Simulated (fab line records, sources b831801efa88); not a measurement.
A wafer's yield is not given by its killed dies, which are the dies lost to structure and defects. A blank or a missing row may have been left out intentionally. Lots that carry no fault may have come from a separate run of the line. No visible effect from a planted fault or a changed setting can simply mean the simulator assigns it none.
fab line records -- flow gf180mcu
record lots=7, wafers=21, last-day=30
route steps=602 shown HV_LDD@232 NSD@235 PSD@248
lots that met no fault: taken from a fault-free run of the same line
start-h: start of the lot's first displayed wafer, in hours after the record's first day -- wait-h: hours from the lot's prior step to this one -- " identical to the entry in the row above -- L1.1+2: one row covering several wafers at once -- - either no value or no given start -- * or withheld: withheld -- < > ~ a bound
route shown NAME@n: names a module that has steps shown in the file, with the first one's number in the route -- usual: mean/standard deviation taken from wafers without a fault -- same: alike in all rows -- chamber/n: place in a boat -- sites: each site's reading -- _std_site: standard deviation across them -- _edge_site: outer sites' mean less inner sites' -- radius-mm: for every site, how far away it sits from the centre of the wafer -- mask NAME#n: copy n -- behind: the most recent tool/chamber to have shaped the wafer -- hold: why the lot was held/for how many hours/how that ended -- device: transistor that didn't switch, given as n, p or np -- end of line: the route-end tests of the same wafers -- where a step has no rows: the recipe by itself -- killed: dies that structure and defects cost at the first sort, which is not the same as the wafer's yield -- map: a wafer's dies, x killed, . not, _ none there
set.NAME: the setting as run; set.NAME@STEP: as run at that earlier step -- model.NAME: the simulator's own value behind a step, which no gauge read
lots at selected steps of the route; one table per step, one row per wafer
services: when a tool's chamber went out of use (start-h, in hours from the record's first day, below 0 if earlier), for how many hours, and the reason
## steps
# step GF_HV_LDD_CVD_56
# recipe material=Si3N4, precursor=DCS/NH3, target-thk-nm=90, temp-c=770, time-s=1543, pressure-mtorr=250
# step GF_HV_LDD_THK_MEAS_57
# recipe reads=Si3N4_of_HV_LDD_CVD_56
# usual HV_LDD_CVD_56_THK=90.0/0.66
lot.wafer,tool,chamber,start-h,wait-h,HV_LDD_CVD_56_THK[nm]
L503.3,film-metro-04,-,277.88,0.0,90.2
L503.5,film-metro-04,-,277.88,0.0,90.2
L503.6,film-metro-04,-,277.88,0.0,90.3
L504.2,film-metro-04,-,285.63,0.0,90.6
L504.3,film-metro-04,-,285.63,0.0,89.6
L504.5,film-metro-04,-,285.63,0.0,90.9
L505.3,film-metro-04,-,291.41,0.0,89.4
L505.5,film-metro-04,-,291.41,0.0,88.7
L505.6,film-metro-04,-,291.41,0.0,89.3
L506.3,film-metro-01,-,296.09,0.0,90.3
L506.5,film-metro-01,-,296.09,0.0,91.0
L506.6,film-metro-01,-,296.09,0.0,91.3
L507.1,film-metro-03,-,307.40,0.0,90.0
L507.3,film-metro-03,-,307.40,0.0,89.9
L507.6,film-metro-03,-,307.40,0.0,90.2
L508.1,film-metro-04,-,316.21,0.0,88.9
L508.2,film-metro-04,-,316.21,0.0,89.3
L508.6,film-metro-04,-,316.21,0.0,88.6
L509.1,film-metro-01,-,323.66,0.0,88.9
L509.2,film-metro-01,-,323.66,0.0,89.1
L509.3,film-metro-01,-,323.66,0.0,89.1
# step GF_HV_LDD_ETCHBACK_58
# recipe chemistry=CH3F/O2, target=Si3N4, stop-on=SiO2, source-w=400, bias-w=80, pressure-mtorr=25, ch3f-flow-sccm=40, O2_flow_sccm=30, time-s=100, target-depth-a=900
# usual O2_flow_sccm=30.00/0.079, drypump-motor-current-A=5.9/0.34, oes-product-au=0.843/0.0051, throttle-valve-pct=10.561/0.0083
lot.wafer,tool,chamber,start-h,wait-h,O2_flow_sccm,drypump-motor-current-A,oes-product-au,rf-hours-counter-h,throttle-valve-pct
L503.3,rie-diel-02,1,277.92,0.0,30.04,5.5,0.835,44,10.563
L503.5,rie-diel-02,1,277.92,0.0,30.03,5.4,0.846,-,10.558
L503.6,rie-diel-02,2,277.92,0.0,30.07,5.9,0.845,-,10.572
L504.2,rie-diel-04,3,285.68,0.0,29.91,5.5,0.851,6,10.571
L504.3,rie-diel-04,1,285.68,0.0,30.05,5.6,0.841,111,10.567
L504.5,rie-diel-04,2,285.68,0.0,29.80,5.7,0.846,-,10.573
L505.3,rie-diel-02,2,291.45,0.0,30.11,5.9,0.841,54,10.553
L505.5,rie-diel-02,1,291.45,0.0,29.95,5.5,0.830,-,10.558
L505.6,rie-diel-02,0,291.45,0.0,29.92,5.4,0.841,-,10.561
L506.3,rie-diel-01,1,296.13,0.0,29.94,6.0,0.848,70,10.568
L506.5,rie-diel-01,0,296.13,0.0,29.92,5.8,0.845,-,10.570
L506.6,rie-diel-01,1,296.13,0.0,29.98,6.0,0.855,-,10.564
L507.1,rie-diel-01,2,307.46,0.1,29.96,6.3,0.839,7,10.535
L507.3,rie-diel-01,3,307.46,0.1,29.93,6.4,0.842,7,10.571
L507.6,rie-diel-01,2,307.46,0.1,30.02,6.3,0.840,-,10.555
L508.1,rie-diel-04,2,316.27,0.1,30.12,5.8,0.843,7,10.554
L508.2,rie-diel-04,1,316.27,0.1,30.11,5.6,0.838,112,10.547
L508.6,rie-diel-04,2,316.27,0.1,30.08,5.7,0.833,-,10.551
L509.1,rie-diel-04,3,323.72,0.1,29.93,5.5,0.837,7,10.557
L509.2,rie-diel-04,2,323.72,0.1,29.86,5.8,0.844,7,10.564
L509.3,rie-diel-04,0,323.72,0.1,29.91,5.5,0.839,4,10.559
# step GF_NSD_DEHYDRATE_00
# recipe temp-c=200, time-s=60
# step GF_NSD_HMDS_01
# recipe prime-time-s=60, prime-temp-c=120
# step GF_NSD_COAT_02
# recipe resist=NOVOLAK, spin-rpm=3000, resist-thk-nm=1000
# step GF_NSD_SOFTBAKE_03
# recipe temp-c=90, time-s=60, resist=NOVOLAK
# step GF_NSD_EXPOSE_04
# recipe mask-id=Nplus, target-cd-nm=400, na=0.6, source-shape=conventional, sigma-outer=0.6, dose-mj=140
# step GF_NSD_PEB_05
# recipe temp-c=withheld, time-s=*, resist=NOVOLAK
# step GF_NSD_DEVELOP_06
# recipe develop-time-s=60, dev-temp-c=21.87
# step GF_NSD_CD_MEAS_07
# recipe target-cd-nm=400
# usual cd-nm=399.8/2.8
lot.wafer,tool,chamber,start-h,wait-h,cd-nm
L503.3,cd-sem-01,-,298.30,0.1,403.3
L503.5,cd-sem-01,-,298.30,0.1,404.4
L503.6,cd-sem-01,-,298.30,0.1,402.2
L504.2,cd-sem-01,-,305.69,0.1,399.0
L504.3,cd-sem-01,-,305.69,0.1,398.0
L504.5,cd-sem-01,-,305.69,0.1,399.5
L505.3,cd-sem-02,-,311.75,0.1,401.0
L505.5,cd-sem-02,-,311.75,0.1,400.0
L505.6,cd-sem-02,-,311.75,0.1,399.0
L506.3,cd-sem-02,-,316.58,0.1,397.4
L506.5,cd-sem-02,-,316.58,0.1,398.8
L506.6,cd-sem-02,-,316.58,0.1,398.3
L507.1,cd-sem-02,-,328.05,0.1,403.0
L507.3,cd-sem-02,-,328.05,0.1,403.6
L507.6,cd-sem-02,-,328.05,0.1,404.5
L508.1,cd-sem-02,-,336.70,0.1,401.3
L508.2,cd-sem-02,-,336.70,0.1,400.3
L508.6,cd-sem-02,-,336.70,0.1,400.3
L509.1,cd-sem-01,-,344.35,0.1,399.2
L509.2,cd-sem-01,-,344.35,0.1,398.2
L509.3,cd-sem-01,-,344.35,0.1,398.9
# step GF_NSD_OVL_MEAS_08
# usual NSD_OVL=-0.9/1.3
lot.wafer,tool,chamber,start-h,wait-h,NSD_OVL[nm]
L503.3,overlay-01,-,298.39,0.1,-0.1
L503.5,overlay-01,-,298.39,0.1,-0.9
L503.6,overlay-01,-,298.39,0.1,0.5
L504.2,overlay-02,-,305.80,0.1,-2.5
L504.3,overlay-02,-,305.80,0.1,-0.2
L504.5,overlay-02,-,305.80,0.1,-2.6
L505.3,overlay-01,-,311.84,0.1,2.9
L505.5,overlay-01,-,311.84,0.1,2.0
L505.6,overlay-01,-,311.84,0.1,1.6
L506.3,overlay-01,-,316.67,0.1,0.1
L506.5,overlay-01,-,316.67,0.1,1.0
L506.6,overlay-01,-,316.67,0.1,-1.5
L507.1,overlay-01,-,328.17,0.1,-3.0
L507.3,overlay-01,-,328.17,0.1,0.1
L507.6,overlay-01,-,328.17,0.1,-1.2
L508.1,overlay-02,-,336.82,0.1,-0.5
L508.2,overlay-02,-,336.82,0.1,-1.9
L508.6,overlay-02,-,336.82,0.1,-1.1
L509.1,overlay-02,-,344.47,0.1,0.7
L509.2,overlay-02,-,344.47,0.1,-1.4
L509.3,overlay-02,-,344.47,0.1,1.1
# step GF_NSD_IMPLANT_09
# recipe species=As, energy-kev=60, dose-cm2=4e+15, tilt-deg=7
# usual implant-ion-amu=75/0
lot.wafer,tool,chamber,start-h,wait-h,implant-ion-amu,model.implant.rp-nm,model.implant.drp-nm
L503.3,implanter-01,0,298.47,0.1,75,36.48,16.15
L503.5,implanter-01,0,298.47,0.1,75,36.48,16.15
L503.6,implanter-01,0,298.47,0.1,75,36.48,16.15
L504.2,implanter-04,0,305.85,0.0,75,36.52,16.15
L504.3,implanter-04,0,305.85,0.0,75,36.52,16.15
L504.5,implanter-04,0,305.85,0.0,75,36.52,16.15
L505.3,implanter-04,0,311.92,0.1,75,37.73,16.15
L505.5,implanter-04,0,311.92,0.1,75,37.73,16.15
L505.6,implanter-04,0,311.92,0.1,75,37.73,16.15
L506.3,implanter-04,0,316.75,0.1,75,37.73,16.15
L506.5,implanter-04,0,316.75,0.1,75,37.73,16.15
L506.6,implanter-04,0,316.75,0.1,75,37.73,16.15
L507.1,implanter-02,0,328.21,0.0,49,45.19,21.23
L507.3,implanter-02,0,328.21,0.0,49,45.19,21.23
L507.6,implanter-02,0,328.21,0.0,49,45.19,21.23
L508.1,implanter-02,0,336.86,0.0,49,44.36,21.23
L508.2,implanter-02,0,336.86,0.0,49,44.36,21.23
L508.6,implanter-02,0,336.86,0.0,49,44.36,21.23
L509.1,implanter-02,0,344.51,0.0,49,45.22,21.23
L509.2,implanter-02,0,344.51,0.0,49,45.22,21.23
L509.3,implanter-02,0,344.51,0.0,49,45.22,21.23
# step GF_NSD_IMPLANT_10
# recipe species=P, energy-kev=40, dose-cm2=5e+14, tilt-deg=7
# step GF_NSD_STRIP_11
# recipe chemistry=O2/N2, power-w=1400, pressure-mtorr=1500, platen-temp-c=250, o2-flow-sccm=3000, n2-flow-sccm=300, overash-fraction=0.5
# usual drypump-motor-current-A=5.6/0.36, heater-power-w=316/45, oes-product-au=0.487/0.0045, strip-time-to-endpoint-s=22.96/0.041
lot.wafer,tool,chamber,start-h,wait-h,drypump-motor-current-A,heater-power-w,oes-product-au,rf-hours-counter-h,strip-time-to-endpoint-s
L503.3,plasma-asher-04,1,298.75,0.1,5.9,360,0.487,-,23.02
L503.5,plasma-asher-04,1,298.75,0.1,5.8,368,0.485,-,22.95
L503.6,plasma-asher-04,0,298.75,0.1,5.9,305,0.487,-,23.00
L504.2,plasma-asher-01,0,306.13,0.1,6.0,291,0.484,50,22.94
L504.3,plasma-asher-01,1,306.13,0.1,5.3,372,0.491,-,22.93
L504.5,plasma-asher-01,0,306.13,0.1,6.0,299,0.488,-,22.97
L505.3,plasma-asher-02,0,312.20,0.1,5.7,277,0.481,-,22.95
L505.5,plasma-asher-02,0,312.20,0.1,5.6,285,0.485,-,22.99
L505.6,plasma-asher-02,1,312.20,0.1,4.9,250,0.490,-,22.98
L506.3,plasma-asher-01,0,317.03,0.1,6.0,291,0.490,-,22.93
L506.5,plasma-asher-01,1,317.03,0.1,5.3,383,0.494,-,22.95
L506.6,plasma-asher-01,0,317.03,0.1,6.0,288,0.482,-,22.94
L507.1,plasma-asher-01,0,328.51,0.1,6.0,298,0.483,53,23.76
L507.3,plasma-asher-01,1,328.51,0.1,5.3,369,0.485,-,23.77
L507.6,plasma-asher-01,1,328.51,0.1,5.4,381,0.470,-,23.70
L508.1,plasma-asher-02,1,337.16,0.1,4.9,257,0.484,72,23.71
L508.2,plasma-asher-02,0,337.16,0.1,5.6,278,0.475,72,23.75
L508.6,plasma-asher-02,0,337.16,0.1,5.6,272,0.480,-,23.71
L509.1,plasma-asher-01,0,344.81,0.1,6.0,293,0.479,54,23.78
L509.2,plasma-asher-01,1,344.81,0.1,5.3,381,0.479,54,23.80
L509.3,plasma-asher-01,1,344.81,0.1,5.3,373,0.478,-,23.79
# step GF_NSD_TW_MEAS_12
# usual NSD_TW=4236/28
lot.wafer,tool,chamber,start-h,wait-h,NSD_TW
L503.3,film-metro-02,-,298.84,0.1,4267
L503.5,film-metro-02,-,298.84,0.1,4252
L503.6,film-metro-02,-,298.84,0.1,4256
L504.2,film-metro-01,-,306.24,0.1,4242
L504.3,film-metro-01,-,306.24,0.1,4238
L504.5,film-metro-01,-,306.24,0.1,4246
L505.3,film-metro-03,-,312.29,0.1,4234
L505.5,film-metro-03,-,312.29,0.1,4222
L505.6,film-metro-03,-,312.29,0.1,4207
L506.3,film-metro-03,-,317.12,0.1,4220
L506.5,film-metro-03,-,317.12,0.1,4231
L506.6,film-metro-03,-,317.12,0.1,4241
L507.1,film-metro-01,-,328.61,0.1,4197
L507.3,film-metro-01,-,328.61,0.1,4173
L507.6,film-metro-01,-,328.61,0.1,4199
L508.1,film-metro-02,-,337.26,0.1,4211
L508.2,film-metro-02,-,337.26,0.1,4213
L508.6,film-metro-02,-,337.26,0.1,4205
L509.1,film-metro-03,-,344.91,0.1,4150
L509.2,film-metro-03,-,344.91,0.1,4167
L509.3,film-metro-03,-,344.91,0.1,4176
# step GF_PSD_DEHYDRATE_00
# recipe temp-c=200, time-s=60
# step GF_PSD_HMDS_01
# recipe prime-time-s=60, prime-temp-c=120
# step GF_PSD_COAT_02
# recipe resist=NOVOLAK, spin-rpm=3000, resist-thk-nm=1000
# step GF_PSD_SOFTBAKE_03
# recipe temp-c=90, time-s=60, resist=NOVOLAK
# step GF_PSD_EXPOSE_04
# recipe mask-id=Pplus, target-cd-nm=400, na=0.6, source-shape=conventional, sigma-outer=0.6, dose-mj=140
# step GF_PSD_PEB_05
# recipe temp-c=withheld, time-s=*, resist=NOVOLAK
# step GF_PSD_DEVELOP_06
# recipe develop-time-s=60, dev-temp-c=23
# step GF_PSD_CD_MEAS_07
# recipe target-cd-nm=400
# usual cd-nm=399.6/2.2
lot.wafer,tool,chamber,start-h,wait-h,cd-nm
L503.3,cd-sem-02,-,318.89,0.1,402.6
L503.5,cd-sem-02,-,318.89,0.1,402.8
L503.6,cd-sem-02,-,318.89,0.1,403.1
L504.2,cd-sem-02,-,327.12,0.1,398.3
L504.3,cd-sem-02,-,327.12,0.1,398.9
L504.5,cd-sem-02,-,327.12,0.1,398.4
L505.3,cd-sem-01,-,332.64,0.1,397.7
L505.5,cd-sem-01,-,332.64,0.1,394.9
L505.6,cd-sem-01,-,332.64,0.1,394.5
L506.3,cd-sem-01,-,336.69,0.1,397.8
L506.5,cd-sem-01,-,336.69,0.1,397.3
L506.6,cd-sem-01,-,336.69,0.1,398.2
L507.1,cd-sem-02,-,349.66,0.1,398.5
L507.3,cd-sem-02,-,349.66,0.1,401.3
L507.6,cd-sem-02,-,349.66,0.1,399.2
L508.1,cd-sem-02,-,357.51,0.2,396.5
L508.2,cd-sem-02,-,357.51,0.2,400.2
L508.6,cd-sem-02,-,357.51,0.2,401.0
L509.1,cd-sem-02,-,365.81,0.2,401.7
L509.2,cd-sem-02,-,365.81,0.2,399.6
L509.3,cd-sem-02,-,365.81,0.2,402.9
# step GF_PSD_OVL_MEAS_08
# usual PSD_OVL=-0.8/1.4
lot.wafer,tool,chamber,start-h,wait-h,PSD_OVL[nm]
L503.3,overlay-02,-,318.98,0.1,-1.8
L503.5,overlay-02,-,318.98,0.1,-0.9
L503.6,overlay-02,-,318.98,0.1,-1.7
L504.2,overlay-02,-,327.23,0.1,-2.4
L504.3,overlay-02,-,327.23,0.1,-2.7
L504.5,overlay-02,-,327.23,0.1,-1.6
L505.3,overlay-01,-,332.73,0.1,-1.3
L505.5,overlay-01,-,332.73,0.1,-1.1
L505.6,overlay-01,-,332.73,0.1,-1.0
L506.3,overlay-01,-,336.78,0.1,1.2
L506.5,overlay-01,-,336.78,0.1,0.8
L506.6,overlay-01,-,336.78,0.1,1.6
L507.1,overlay-02,-,349.78,0.1,-1.0
L507.3,overlay-02,-,349.78,0.1,-1.0
L507.6,overlay-02,-,349.78,0.1,-0.6
L508.1,overlay-02,-,357.63,0.1,-1.8
L508.2,overlay-02,-,357.63,0.1,-1.6
L508.6,overlay-02,-,357.63,0.1,-0.8
L509.1,overlay-02,-,365.93,0.1,-2.4
L509.2,overlay-02,-,365.93,0.1,-2.3
L509.3,overlay-02,-,365.93,0.1,-3.2
# step GF_PSD_IMPLANT_09
# recipe species=BF2, energy-kev=40, dose-cm2=1.5e+15, tilt-deg=7
# step GF_PSD_STRIP_10
# recipe chemistry=O2/N2, power-w=1400, pressure-mtorr=1500, platen-temp-c=250, o2-flow-sccm=3000, n2-flow-sccm=300, overash-fraction=0.5
# usual drypump-motor-current-A=5.5/0.33, heater-power-w=317/41, oes-product-au=0.592/0.0047, strip-time-to-endpoint-s=16.53/0.035
lot.wafer,tool,chamber,start-h,wait-h,drypump-motor-current-A,heater-power-w,oes-product-au,rf-hours-counter-h,strip-time-to-endpoint-s
L503.3,plasma-asher-01,1,319.19,0.1,5.4,378,0.590,-,16.48
L503.5,plasma-asher-01,0,319.19,0.1,6.0,293,0.588,-,16.52
L503.6,plasma-asher-01,1,319.19,0.1,5.4,374,0.588,-,16.48
L504.2,plasma-asher-03,1,327.41,0.1,5.4,335,0.593,68,16.56
L504.3,plasma-asher-03,0,327.41,0.1,5.3,352,0.593,-,16.50
L504.5,plasma-asher-03,1,327.41,0.1,5.3,339,0.597,-,16.54
L505.3,plasma-asher-03,0,332.94,0.1,5.3,342,0.590,-,16.56
L505.5,plasma-asher-03,0,332.94,0.1,5.3,351,0.600,-,16.58
L505.6,plasma-asher-03,1,332.94,0.1,5.3,334,0.595,-,16.55
L506.3,plasma-asher-01,0,336.99,0.1,6.0,290,0.594,-,16.51
L506.5,plasma-asher-01,1,336.99,0.1,5.3,373,0.597,-,16.50
L506.6,plasma-asher-01,0,336.99,0.1,6.0,295,0.588,-,16.51
L507.1,plasma-asher-01,1,349.97,0.1,5.3,374,0.596,55,16.56
L507.3,plasma-asher-01,0,349.97,0.1,6.0,294,0.595,-,16.55
L507.6,plasma-asher-01,0,349.97,0.1,6.0,294,0.592,-,16.60
L508.1,plasma-asher-03,0,357.82,0.1,5.4,335,0.597,71,16.56
L508.2,plasma-asher-03,1,357.82,0.1,5.4,340,0.594,71,16.49
L508.6,plasma-asher-03,1,357.82,0.1,5.3,338,0.597,-,16.54
L509.1,plasma-asher-03,0,366.12,0.1,5.4,346,0.580,72,16.52
L509.2,plasma-asher-03,1,366.12,0.1,5.3,334,0.587,72,16.52
L509.3,plasma-asher-03,1,366.12,0.1,5.3,335,0.588,-,16.52
# step GF_PSD_TW_MEAS_11
# usual PSD_TW=3177/22
lot.wafer,tool,chamber,start-h,wait-h,PSD_TW
L503.3,film-metro-02,-,319.28,0.1,3180
L503.5,film-metro-02,-,319.28,0.1,3167
L503.6,film-metro-02,-,319.28,0.1,3161
L504.2,film-metro-02,-,327.52,0.1,3179
L504.3,film-metro-02,-,327.52,0.1,3155
L504.5,film-metro-02,-,327.52,0.1,3169
L505.3,film-metro-02,-,333.03,0.1,3185
L505.5,film-metro-02,-,333.03,0.1,3163
L505.6,film-metro-02,-,333.03,0.1,3161
L506.3,film-metro-03,-,337.08,0.1,3151
L506.5,film-metro-03,-,337.08,0.1,3161
L506.6,film-metro-03,-,337.08,0.1,3147
L507.1,film-metro-03,-,350.07,0.1,3179
L507.3,film-metro-03,-,350.07,0.1,3149
L507.6,film-metro-03,-,350.07,0.1,3141
L508.1,film-metro-02,-,357.92,0.1,3195
L508.2,film-metro-02,-,357.92,0.1,3185
L508.6,film-metro-02,-,357.92,0.1,3202
L509.1,film-metro-03,-,366.22,0.1,3133
L509.2,film-metro-03,-,366.22,0.1,3126
L509.3,film-metro-03,-,366.22,0.1,3153
# step GF_PSD_CLEAN_12
# recipe chemistry=SC1/SC2, mix=1:4:20, temp-c=70, time-s=150, dry=n2-spin
# step GF_PSD_RTA_13
# recipe temp-c=1025, time-s=20, ambient=N2
# usual lamp-power-pct=38/3.6, wafer_temp_C_max=1028.3/0.66
lot.wafer,tool,chamber,start-h,wait-h,lamp-power-pct,wafer_temp_C_max
L503.3,rtp-anneal-02,0,319.40,0.0,42,1028.1
L503.5,rtp-anneal-02,0,319.40,0.0,42,1028.2
L503.6,rtp-anneal-02,0,319.40,0.0,42,1028.0
L504.2,rtp-anneal-01,0,327.64,0.0,35,1029.0
L504.3,rtp-anneal-01,0,327.64,0.0,35,1028.0
L504.5,rtp-anneal-01,0,327.64,0.0,35,1028.0
L505.3,rtp-anneal-01,0,333.15,0.0,35,1027.3
L505.5,rtp-anneal-01,0,333.15,0.0,35,1027.6
L505.6,rtp-anneal-01,0,333.15,0.0,35,1028.5
L506.3,rtp-anneal-01,0,337.19,0.0,35,1027.7
L506.5,rtp-anneal-01,0,337.19,0.0,35,1029.5
L506.6,rtp-anneal-01,0,337.19,0.0,35,1028.5
L507.1,rtp-anneal-02,0,350.18,0.0,42,1028.5
L507.3,rtp-anneal-02,0,350.18,0.0,42,1027.9
L507.6,rtp-anneal-02,0,350.18,0.0,42,1028.2
L508.1,rtp-anneal-01,0,358.03,0.0,35,1027.5
L508.2,rtp-anneal-01,0,358.03,0.0,35,1028.8
L508.6,rtp-anneal-01,0,358.03,0.0,35,1029.6
L509.1,rtp-anneal-02,0,366.33,0.0,42,1028.0
L509.2,rtp-anneal-02,0,366.33,0.0,42,1028.5
L509.3,rtp-anneal-02,0,366.33,0.0,42,1028.0
# step GF_PSD_RS_MEAS_14
# recipe thk-meas-gauge=four-point-probe
# usual NSD_RS=46.15/0.084
lot.wafer,tool,chamber,start-h,wait-h,NSD_RS[ohm/sq]
L503.3,film-metro-01,-,319.50,0.1,46.16
L503.5,film-metro-01,-,319.50,0.1,46.13
L503.6,film-metro-01,-,319.50,0.1,46.13
L504.2,film-metro-02,-,327.73,0.1,46.14
L504.3,film-metro-02,-,327.73,0.1,46.17
L504.5,film-metro-02,-,327.73,0.1,46.16
L505.3,film-metro-01,-,333.25,0.1,46.11
L505.5,film-metro-01,-,333.25,0.1,46.13
L505.6,film-metro-01,-,333.25,0.1,45.98
L506.3,film-metro-01,-,337.29,0.1,46.17
L506.5,film-metro-01,-,337.29,0.1,46.14
L506.6,film-metro-01,-,337.29,0.1,46.11
L507.1,film-metro-03,-,350.26,0.1,-
L507.3,film-metro-03,-,350.26,0.1,-
L507.6,film-metro-03,-,350.26,0.1,-
L508.1,film-metro-01,-,358.11,0.1,-
L508.2,film-metro-01,-,358.11,0.1,-
L508.6,film-metro-01,-,358.11,0.1,-
L509.1,film-metro-01,-,366.41,0.1,-
L509.2,film-metro-01,-,366.41,0.1,-
L509.3,film-metro-01,-,366.41,0.1,-
# step GF_PSD_RS_MEAS_15
# recipe thk-meas-gauge=four-point-probe
# usual PSD_RS=108.60/0.29
lot.wafer,tool,chamber,start-h,wait-h,PSD_RS[ohm/sq]
L503.3,film-metro-01,-,319.62,0.1,108.47
L503.5,film-metro-01,-,319.62,0.1,108.47
L503.6,film-metro-01,-,319.62,0.1,108.38
L504.2,film-metro-02,-,327.85,0.1,108.43
L504.3,film-metro-02,-,327.85,0.1,108.52
L504.5,film-metro-02,-,327.85,0.1,108.63
L505.3,film-metro-01,-,333.37,0.1,108.46
L505.5,film-metro-01,-,333.37,0.1,108.10
L505.6,film-metro-01,-,333.37,0.1,108.42
L506.3,film-metro-01,-,337.41,0.1,108.11
L506.5,film-metro-01,-,337.41,0.1,108.40
L506.6,film-metro-01,-,337.41,0.1,108.13
L507.1,film-metro-03,-,350.38,0.1,108.61
L507.3,film-metro-03,-,350.38,0.1,108.67
L507.6,film-metro-03,-,350.38,0.1,108.62
L508.1,film-metro-01,-,358.23,0.1,108.15
L508.2,film-metro-01,-,358.23,0.1,108.66
L508.6,film-metro-01,-,358.23,0.1,108.27
L509.1,film-metro-01,-,366.53,0.1,108.92
L509.2,film-metro-01,-,366.53,0.1,108.95
L509.3,film-metro-01,-,366.53,0.1,108.62
## services
tool,chamber,start-h,hours,kind
rie-diel-02,1,264.95,3.6,repair
plasma-asher-03,-,275.31,2.8,pm
plasma-asher-01,-,276.55,0.3,repair
implanter-02,-,280.16,2.0,repair
rie-diel-02,2,300.86,7.2,repair
plasma-asher-04,-,307.83,23.5,repair
rie-diel-04,0,309.95,8.4,repair
rtp-anneal-01,-,310.93,4.3,pm
implanter-02,-,319.22,5.1,pm
implanter-02,-,326.02,1.8,repair
rie-diel-02,0,333.84,13.4,repair
rie-diel-01,1,336.63,14.6,repair
rie-diel-01,2,364.05,5.9,repair
## key
first-sign step=GF_NSD_IMPLANT_09, reading=implant-ion-amu, direction=down, sigmas=99+, usual=75, struck=49
effect step=GF_NSD_STRIP_11, reading=strip-time-to-endpoint-s, direction=up, sigmas=19, usual=*, struck=*
effect step=GF_NSD_TW_MEAS_12, reading=NSD_TW, direction=down, sigmas=1.7, usual=4236, struck=4188
effect step=GF_PSD_RS_MEAS_14, reading=NSD_RS, direction=missing
model-effect step=GF_NSD_IMPLANT_09, value=implant.rp-nm, without=37.57, struck=44.92
met-at GF_NSD_IMPLANT_09
struck-wafers L507.1,L507.3,L507.6,L508.1,L508.2,L508.6,L509.1,L509.2,L509.3
sort-left-out L507.1,L507.3,L507.6,L508.1,L508.2,L508.6,L509.1,L509.2,L509.3
tester-left-out L507,L508,L509
onset-between 316.75 328.21
fault kind=wrong-recipe-download, tool=implanter-01,implanter-02,implanter-04, chamber=-, onset-h=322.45, steps=GF_NSD_IMPLANT_09, wrong-recipe.not-listed=1
# tester-left-out: of these lots the tester's yield and bins aren't shown, on N5 and GAA mostly nor the transistor test; their killed dies are dies lost to structure and defects alone, not to doping, threshold or leakage, so they don't give the yield
# sort-left-out: the simulated sort isn't trusted on such a fault, so these wafers' sort isn't shown, and their yield isn't known
